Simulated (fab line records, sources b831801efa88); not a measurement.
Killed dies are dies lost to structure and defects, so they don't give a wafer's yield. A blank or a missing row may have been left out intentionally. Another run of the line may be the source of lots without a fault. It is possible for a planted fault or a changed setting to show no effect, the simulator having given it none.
fab line records	flow sky130
record: lots: 7	wafers: 21	last_day: 50
route steps=708 shown DNWELL@35 PWDE@45 NWELL@56
lots that met no fault: taken from a fault-free run of the same line
start_h: the number of hours between the record's first day and the start of the first shown wafer of the lot	wait_h: hours since the lot's step before	" as in the row above	L1.1+2: a row that stands for several wafers	- either no value or no given start	* or withheld: withheld	< > ~ a bound
route shown NAME@n: NAME is a module with steps in the file, n the number in the route of the first one	usual: average and standard deviation across the fault-free wafers	same: alike in all rows	chamber/n: place in a boat	sites: per-site readings	_std_site: their standard deviation	_edge_site: outer sites' mean less inner sites'	radius_mm: how far each site lies from the wafer's centre	mask NAME#n: copy n	behind: the most recent tool/chamber to have shaped the wafer	hold: reason for holding the lot/hours on hold/outcome of the hold	device: the n, p or np transistor that did not switch	end of line: the tests these same wafers got at the end of their route	a step without rows: its recipe alone	killed: dies that structure and defects cost at the first sort, which is not the same as the wafer's yield	map: shows each die of a wafer: x if killed, . if not, _ if none is there
set.NAME: the setting the step ran with; set.NAME@STEP: the setting that earlier step ran with	model.NAME: the simulator's own value behind a step, which no gauge read
a table for each step, a row for each wafer; lots at some steps of the route
services: the hour from which a tool's chamber was out of use, counted from the record's first day as start_h (under 0 if before that day), plus the number of hours and why
== steps ==
step: SKY_DNWELL_DEHYDRATE_00
recipe: temp_c: 200	time_s: 60
step: SKY_DNWELL_HMDS_01
recipe: prime_time_s: 60	prime_temp_c: 120
step: SKY_DNWELL_COAT_02
recipe: spin_rpm: 2000	resist_thk_nm: 3000
step: SKY_DNWELL_SOFTBAKE_03
recipe: temp_c: 110	time_s: withheld
step: SKY_DNWELL_EXPOSE_04
recipe: mask_id: DNM	na: 0.57	target_cd_nm: 3000	dose_mj: 222
step: SKY_DNWELL_PEB_05
recipe: temp_c: 115	time_s: withheld
step: SKY_DNWELL_DEVELOP_06
recipe: wall_angle_deg: 90	developer: TMAH	develop_time_s: 60	dev_temp_c: 23
step: SKY_DNWELL_IMPLANT_07
recipe: species: P	energy_kev: withheld	dose_cm2: withheld	tilt_deg: withheld
step: SKY_DNWELL_STRIP_08
recipe: chemistry: O2/N2	power_w: 1400	pressure_mtorr: 1500	platen_temp_c: withheld	o2_flow_sccm: 3000	n2_flow_sccm: 300	overash_fraction: 0.5
usual: drypump_motor_current_A: 5.5/0.59	oes_product_au: 0.723/0.0048	strip_time_to_endpoint_s: 36.92/0.12
lot.wafer	tool	chamber	start_h	wait_h	drypump_motor_current_A	oes_product_au	rf_hours_counter_h	strip_time_to_endpoint_s
L276.1	plasma_asher-03	0	71.81	0.1	4.9	0.725	40	36.88
L276.3	"	0	"	"	4.9	0.719	-	36.98
L276.4	"	1	"	"	5.7	0.721	-	36.79
L277.2	plasma_asher-02	1	74.36	0.1	5.0	0.717	38	36.91
L277.3	"	0	"	"	5.9	0.727	-	37.03
L277.4	"	1	"	"	5.0	0.725	-	37.10
L282.2	plasma_asher-04	1	103.81	0.1	4.8	0.717	29	36.94
L282.3	"	1	"	"	4.8	0.715	-	36.92
L282.4	"	0	"	"	6.2	0.725	-	37.07
L283.1	plasma_asher-04	0	106.41	0.1	6.2	0.720	30	37.06
L283.2	"	1	"	"	4.8	0.720	30	37.01
L283.6	"	0	"	"	6.2	0.715	-	37.19
L284.1	plasma_asher-03	0	110.58	0.1	4.9	0.731	44	37.06
L284.4	"	0	"	"	4.9	0.734	-	37.08
L284.6	"	0	"	"	4.9	0.721	-	37.05
L292.2	plasma_asher-03	0	154.26	0.1	4.9	0.730	48	37.04
L292.4	"	0	"	"	4.9	0.721	-	36.89
L292.5	"	1	"	"	5.7	0.718	-	36.93
L294.1	plasma_asher-04	0	165.81	0.1	6.2	0.734	36	36.76
L294.2	"	1	"	"	4.8	0.717	36	36.76
L294.3	"	0	"	"	6.2	0.716	-	36.68
step: SKY_DNWELL_TW_MEAS_09
usual: DNWELL_TW: 1118/6.7
lot.wafer	tool	chamber	start_h	wait_h	DNWELL_TW
L276.1	film_metro-02	-	71.91	0.1	1113
L276.3	"	-	"	"	1118
L276.4	"	-	"	"	1112
L277.2	film_metro-01	-	74.47	0.1	1121
L277.3	"	-	"	"	1120
L277.4	"	-	"	"	1121
L282.2	film_metro-01	-	103.92	0.1	1120
L282.3	"	-	"	"	1121
L282.4	"	-	"	"	1125
L283.1	film_metro-01	-	106.51	0.1	1126
L283.2	"	-	"	"	1128
L283.6	"	-	"	"	1122
L284.1	film_metro-02	-	110.68	0.1	1107
L284.4	"	-	"	"	1115
L284.6	"	-	"	"	1113
L292.2	film_metro-02	-	154.37	0.1	1110
L292.4	"	-	"	"	1105
L292.5	"	-	"	"	1108
L294.1	film_metro-01	-	165.91	0.1	1122
L294.2	"	-	"	"	1123
L294.3	"	-	"	"	1113
step: SKY_PWDE_DEHYDRATE_00
recipe: temp_c: 200	time_s: 60
step: SKY_PWDE_HMDS_01
recipe: prime_time_s: 60	prime_temp_c: 120
step: SKY_PWDE_COAT_02
recipe: spin_rpm: 2000	resist_thk_nm: 3000
usual: chill_plate_temp_C: 22.99/0.11	dispense_pressure_kPa: 46/3.8
lot.wafer	tool	chamber	start_h	wait_h	chill_plate_temp_C	dispense_pressure_kPa
L276.1	litho_track-04	0	79.81	0.1	23.02	43
L276.3	"	0	"	"	22.86	43
L276.4	"	0	"	"	23.03	43
L277.2	litho_track-04	0	82.38	0.1	23.05	43
L277.3	"	0	"	"	22.95	43
L277.4	"	0	"	"	23.17	43
L282.2	litho_track-04	-	111.93	0.1	-	-
L282.3	"	-	"	"	-	-
L282.4	"	-	"	"	-	-
L283.1	litho_track-02	-	114.58	0.1	-	-
L283.2	"	-	"	"	-	-
L283.6	"	-	"	"	-	-
L284.1	litho_track-04	-	119.76	0.1	-	-
L284.4	"	-	"	"	-	-
L284.6	"	-	"	"	-	-
L292.2	litho_track-02	0	164.26	0.1	23.06	48
L292.4	"	0	"	"	22.97	48
L292.5	"	0	"	"	22.97	48
L294.1	litho_track-02	0	175.68	0.1	22.65	48
L294.2	"	0	"	"	22.69	48
L294.3	"	0	"	"	22.82	48
step: SKY_PWDE_SOFTBAKE_03
recipe: temp_c: 110	time_s: withheld
step: SKY_PWDE_EXPOSE_04
recipe: mask_id: PWDEM	na: 0.6	source_shape: conventional	sigma_outer: 0.6	polarization: unpolarized	target_cd_nm: 840	dose_mj: 214
step: SKY_PWDE_PEB_05
recipe: temp_c: 115	time_s: withheld
step: SKY_PWDE_DEVELOP_06
recipe: wall_angle_deg: 90	developer: TMAH	develop_time_s: 60	dev_temp_c: 23
step: SKY_PWDE_OVL_MEAS_07
usual: PWDE_OVL: -1.0/1.3
lot.wafer	tool	chamber	start_h	wait_h	PWDE_OVL[nm]
L276.1	overlay-02	-	87.96	-	-1.4
L276.3	"	-	"	"	-2.8
L276.4	"	-	"	"	-2.3
L277.2	overlay-02	-	90.84	-	-0.2
L277.3	"	-	"	"	1.0
L277.4	"	-	"	"	-1.4
L282.2	overlay-02	-	121.59	-	-
L282.3	"	-	"	"	-
L282.4	"	-	"	"	-
L283.1	overlay-02	-	124.01	-	-
L283.2	"	-	"	"	-
L283.6	"	-	"	"	-
L284.1	overlay-01	-	128.56	-	-
L284.4	"	-	"	"	-
L284.6	"	-	"	"	-
L292.2	overlay-01	-	174.46	-	-1.1
L292.4	"	-	"	"	-2.3
L292.5	"	-	"	"	-1.6
L294.1	overlay-01	-	186.73	-	-1.6
L294.2	"	-	"	"	-2.1
L294.3	"	-	"	"	-0.9
step: SKY_PWDE_IMPLANT_08
recipe: species: B	energy_kev: 150	dose_cm2: 3.6e+12	tilt_deg: withheld
step: SKY_PWDE_STRIP_09
recipe: chemistry: O2/N2	power_w: 1400	pressure_mtorr: 1500	platen_temp_c: withheld	o2_flow_sccm: 3000	n2_flow_sccm: 300	overash_fraction: 0.5
usual: drypump_motor_current_A: 5.6/0.42	oes_product_au: 0.722/0.0047	strip_time_to_endpoint_s: 36.93/0.11
lot.wafer	tool	chamber	start_h	wait_h	drypump_motor_current_A	oes_product_au	rf_hours_counter_h	strip_time_to_endpoint_s
L276.1	plasma_asher-02	1	88.15	0.1	5.0	0.722	40	36.96
L276.3	"	1	"	"	5.0	0.718	-	37.04
L276.4	"	0	"	"	5.8	0.718	-	37.03
L277.2	plasma_asher-01	1	91.02	0.1	5.6	0.716	38	37.11
L277.3	"	1	"	"	5.6	0.725	-	36.91
L277.4	"	0	"	"	5.7	0.721	-	37.08
L282.2	plasma_asher-01	1	121.77	0.1	5.6	-	0	-
L282.3	"	1	"	"	5.6	-	-	-
L282.4	"	0	"	"	5.7	-	-	-
L283.1	plasma_asher-02	0	124.20	0.1	5.9	-	44	-
L283.2	"	1	"	"	5.0	-	44	-
L283.6	"	0	"	"	5.9	-	-	-
L284.1	plasma_asher-04	1	128.74	0.1	4.8	-	32	-
L284.4	"	0	"	"	6.3	-	-	-
L284.6	"	0	"	"	6.3	-	-	-
L292.2	plasma_asher-01	1	174.82	0.1	5.6	0.711	6	36.95
L292.4	"	1	"	"	5.6	0.722	-	37.04
L292.5	"	0	"	"	5.7	0.724	-	36.97
L294.1	plasma_asher-01	1	186.92	0.1	5.6	0.725	7	36.80
L294.2	"	0	"	"	5.7	0.720	7	36.85
L294.3	"	1	"	"	5.6	0.724	-	36.88
step: SKY_PWDE_TW_MEAS_10
usual: PWDE_TW: 376.4/1.9
lot.wafer	tool	chamber	start_h	wait_h	PWDE_TW
L276.1	film_metro-01	-	88.25	0.1	374.8
L276.3	"	-	"	"	377.4
L276.4	"	-	"	"	376.4
L277.2	film_metro-02	-	91.13	0.1	374.6
L277.3	"	-	"	"	374.9
L277.4	"	-	"	"	375.9
L282.2	film_metro-01	-	121.88	0.1	374.6
L282.3	"	-	"	"	376.4
L282.4	"	-	"	"	377.1
L283.1	film_metro-01	-	124.30	0.1	379.4
L283.2	"	-	"	"	378.0
L283.6	"	-	"	"	378.1
L284.1	film_metro-04	-	128.84	0.1	375.9
L284.4	"	-	"	"	378.4
L284.6	"	-	"	"	376.9
L292.2	film_metro-02	-	174.93	0.1	374.9
L292.4	"	-	"	"	373.8
L292.5	"	-	"	"	376.5
L294.1	film_metro-02	-	187.02	0.1	375.4
L294.2	"	-	"	"	377.3
L294.3	"	-	"	"	378.3
step: SKY_NWELL_DEHYDRATE_03
recipe: temp_c: 200	time_s: 60
step: SKY_NWELL_HMDS_04
recipe: prime_time_s: 60	prime_temp_c: 120
step: SKY_NWELL_COAT_05
recipe: spin_rpm: 2000	resist_thk_nm: 3000
step: SKY_NWELL_SOFTBAKE_06
recipe: temp_c: 110	time_s: withheld
step: SKY_NWELL_EXPOSE_07
recipe: mask_id: NWM	na: 0.6	source_shape: conventional	sigma_outer: 0.6	polarization: unpolarized	target_cd_nm: 840	dose_mj: 255
step: SKY_NWELL_PEB_08
recipe: temp_c: 115	time_s: withheld
step: SKY_NWELL_DEVELOP_09
recipe: wall_angle_deg: 90	developer: TMAH	develop_time_s: 60	dev_temp_c: 23
step: SKY_NWELL_OVL_MEAS_10
usual: NWELL_00_OVL: -0.1/1.5
lot.wafer	tool	chamber	start_h	wait_h	NWELL_00_OVL[nm]
L276.1	overlay-02	-	105.13	-	-0.4
L276.3	"	-	"	"	0.6
L276.4	"	-	"	"	-0.2
L277.2	overlay-02	-	108.76	-	2.1
L277.3	"	-	"	"	1.9
L277.4	"	-	"	"	3.6
L282.2	overlay-02	-	139.81	-	-1.6
L282.3	"	-	"	"	-2.6
L282.4	"	-	"	"	-2.3
L283.1	overlay-01	-	143.08	-	2.4
L283.2	"	-	"	"	-0.2
L283.6	"	-	"	"	0.1
L284.1	overlay-02	-	147.81	-	1.0
L284.4	"	-	"	"	2.1
L284.6	"	-	"	"	2.4
L292.2	overlay-01	-	196.46	-	2.1
L292.4	"	-	"	"	1.4
L292.5	"	-	"	"	-0.1
L294.1	overlay-01	-	208.71	-	-0.1
L294.2	"	-	"	"	-1.4
L294.3	"	-	"	"	-1.0
step: SKY_NWELL_IMPLANT_11
recipe: species: P	energy_kev: 400	dose_cm2: 1.9e+13	tilt_deg: withheld
step: SKY_NWELL_IMPLANT_12
recipe: species: P	energy_kev: 120	dose_cm2: 1.3e+12	tilt_deg: withheld
step: SKY_NWELL_IMPLANT_13
recipe: species: P	energy_kev: 50	dose_cm2: 7e+11	tilt_deg: withheld
step: SKY_NWELL_STRIP_14
recipe: chemistry: O2/N2	power_w: 1400	pressure_mtorr: 1500	platen_temp_c: withheld	o2_flow_sccm: 3000	n2_flow_sccm: 300	overash_fraction: 0.5
usual: drypump_motor_current_A: 5.5/0.37	oes_product_au: 0.722/0.0048	strip_time_to_endpoint_s: 36.95/0.11
lot.wafer	tool	chamber	start_h	wait_h	drypump_motor_current_A	oes_product_au	rf_hours_counter_h	strip_time_to_endpoint_s
L276.1	plasma_asher-02	0	105.62	0.1	5.9	0.727	42	37.18
L276.3	"	0	"	"	5.9	0.714	-	37.03
L276.4	"	1	"	"	5.0	0.725	-	37.03
L277.2	plasma_asher-03	1	109.24	0.1	5.7	0.726	44	36.77
L277.3	"	1	"	"	5.7	0.727	-	36.90
L277.4	"	0	"	"	4.9	0.724	-	36.94
L282.2	plasma_asher-03	0	140.29	0.1	4.9	0.720	47	36.96
L282.3	"	1	"	"	5.7	0.721	-	37.00
L282.4	"	0	"	"	4.9	0.718	-	37.01
L283.1	plasma_asher-01	0	143.57	0.1	5.7	0.720	2	36.84
L283.2	"	1	"	"	5.6	0.727	2	36.87
L283.6	"	1	"	"	5.6	0.722	-	36.73
L284.1	plasma_asher-01	1	148.29	0.1	5.6	0.730	3	37.01
L284.4	"	1	"	"	5.6	0.721	-	37.12
L284.6	"	1	"	"	5.6	0.724	-	37.08
L292.2	plasma_asher-02	0	196.94	0.1	5.9	0.721	51	37.07
L292.4	"	0	"	"	5.9	0.726	-	37.02
L292.5	"	0	"	"	5.9	0.727	-	37.03
L294.1	plasma_asher-02	1	209.19	0.1	5.0	0.712	52	37.10
L294.2	"	0	"	"	5.9	0.726	52	36.86
L294.3	"	1	"	"	5.0	0.720	-	36.97
step: SKY_NWELL_TW_MEAS_15
usual: NWELL_TW: 1832/9.3
lot.wafer	tool	chamber	start_h	wait_h	NWELL_TW
L276.1	film_metro-02	-	105.72	0.1	1820
L276.3	"	-	"	"	1818
L276.4	"	-	"	"	1822
L277.2	film_metro-02	-	109.35	0.1	1804
L277.3	"	-	"	"	1814
L277.4	"	-	"	"	1821
L282.2	film_metro-01	-	140.40	0.1	1857
L282.3	"	-	"	"	1842
L282.4	"	-	"	"	1842
L283.1	film_metro-01	-	143.67	0.1	1835
L283.2	"	-	"	"	1838
L283.6	"	-	"	"	1838
L284.1	film_metro-01	-	148.39	0.1	1847
L284.4	"	-	"	"	1840
L284.6	"	-	"	"	1840
L292.2	film_metro-02	-	197.05	0.1	1833
L292.4	"	-	"	"	1841
L292.5	"	-	"	"	1837
L294.1	film_metro-01	-	209.29	0.1	1824
L294.2	"	-	"	"	1825
L294.3	"	-	"	"	1830
step: SKY_NWELL_DEHYDRATE_16
recipe: temp_c: 200	time_s: 60
step: SKY_NWELL_HMDS_17
recipe: prime_time_s: 60	prime_temp_c: 120
step: SKY_NWELL_COAT_18
recipe: spin_rpm: 2000	resist_thk_nm: 3000
step: SKY_NWELL_SOFTBAKE_19
recipe: temp_c: 110	time_s: withheld
step: SKY_NWELL_EXPOSE_20
recipe: mask_id: NWM_COMPLEMENT	na: 0.6	source_shape: conventional	sigma_outer: 0.6	polarization: unpolarized	target_cd_nm: 840	dose_mj: 260
step: SKY_NWELL_PEB_21
recipe: temp_c: 115	time_s: withheld
step: SKY_NWELL_DEVELOP_22
recipe: wall_angle_deg: 90	developer: TMAH	develop_time_s: 60	dev_temp_c: 23
step: SKY_NWELL_OVL_MEAS_23
usual: NWELL_01_OVL: 0.2/1.6
lot.wafer	tool	chamber	start_h	wait_h	NWELL_01_OVL[nm]
L276.1	overlay-02	-	123.53	-	1.7
L276.3	"	-	"	"	0.6
L276.4	"	-	"	"	1.8
L277.2	overlay-02	-	127.56	-	2.8
L277.3	"	-	"	"	2.1
L277.4	"	-	"	"	2.3
L282.2	overlay-02	-	160.46	-	-1.5
L282.3	"	-	"	"	-1.1
L282.4	"	-	"	"	-0.2
L283.1	overlay-01	-	163.56	-	0.3
L283.2	"	-	"	"	0.9
L283.6	"	-	"	"	-0.9
L284.1	overlay-02	-	168.86	-	3.3
L284.4	"	-	"	"	3.9
L284.6	"	-	"	"	1.9
L292.2	overlay-02	-	218.41	-	-0.3
L292.4	"	-	"	"	1.6
L292.5	"	-	"	"	1.7
L294.1	overlay-02	-	232.81	-	-0.2
L294.2	"	-	"	"	0.1
L294.3	"	-	"	"	-1.6
step: SKY_NWELL_TW_MEAS_26
usual: NWELL_2_TW: 499.8/2.7
lot.wafer	tool	chamber	start_h	wait_h	NWELL_2_TW
L276.1	film_metro-01	-	123.82	0.1	500.4
L276.3	"	-	"	"	502.0
L276.4	"	-	"	"	501.2
L277.2	film_metro-04	-	127.85	0.1	500.9
L277.3	"	-	"	"	501.2
L277.4	"	-	"	"	500.3
L282.2	film_metro-01	-	160.75	0.1	554.7
L282.3	"	-	"	"	553.6
L282.4	"	-	"	"	558.3
L283.1	film_metro-04	-	163.84	0.1	555.6
L283.2	"	-	"	"	556.6
L283.6	"	-	"	"	552.5
L284.1	film_metro-01	-	169.14	0.1	558.4
L284.4	"	-	"	"	554.2
L284.6	"	-	"	"	557.1
L292.2	film_metro-02	-	218.70	0.1	498.1
L292.4	"	-	"	"	498.7
L292.5	"	-	"	"	498.4
L294.1	film_metro-04	-	233.09	0.1	504.2
L294.2	"	-	"	"	502.9
L294.3	"	-	"	"	503.1
== services ==
tool	chamber	start_h	hours	kind
plasma_asher-01	-	52.55	5.4	repair
plasma_asher-04	-	60.40	0.4	repair
plasma_asher-01	-	64.43	1.3	repair
plasma_asher-01	-	82.22	0.8	repair
plasma_asher-01	-	89.06	1.5	repair
plasma_asher-01	-	100.36	2.8	pm
plasma_asher-01	-	108.75	9.0	pm
plasma_asher-01	0	108.75	9.0	vent_cycle
plasma_asher-01	1	108.75	9.0	vent_cycle
plasma_asher-01	0	117.75	-	clean
plasma_asher-01	1	117.75	-	clean
== key ==
first_sign: step: SKY_PWDE_COAT_02	reading: tool_record	direction: missing
effect: step: SKY_PWDE_OVL_MEAS_07	reading: PWDE_OVL	direction: missing
effect: step: SKY_NWELL_TW_MEAS_26	reading: NWELL_2_TW	direction: up	sigmas: 20	usual: 499.8	struck: 555.7
met_at SKY_PWDE_COAT_02
struck_wafers L282.2,L282.3,L282.4,L283.1,L283.2,L283.6,L284.1,L284.4,L284.6
sort_left_out L282.2,L282.3,L282.4,L283.1,L283.2,L283.6,L284.1,L284.4,L284.6
tester_left_out L282,L283,L284
onset_between 82.38 111.93
fault: kind: skipped_step_whole	tool: litho_track-02,litho_track-04	chamber: -	onset_h: 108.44	steps: SKY_PWDE_COAT_02	scope: struck_lots_only
tester_left_out: of these lots the tester's yield and bins aren't shown, on N5 and GAA mostly nor the transistor test; their killed dies are dies lost to structure and defects alone, not to doping, threshold or leakage, so they don't give the yield
sort_left_out: the simulated sort isn't trusted on such a fault, so these wafers' sort isn't shown, and their yield isn't known
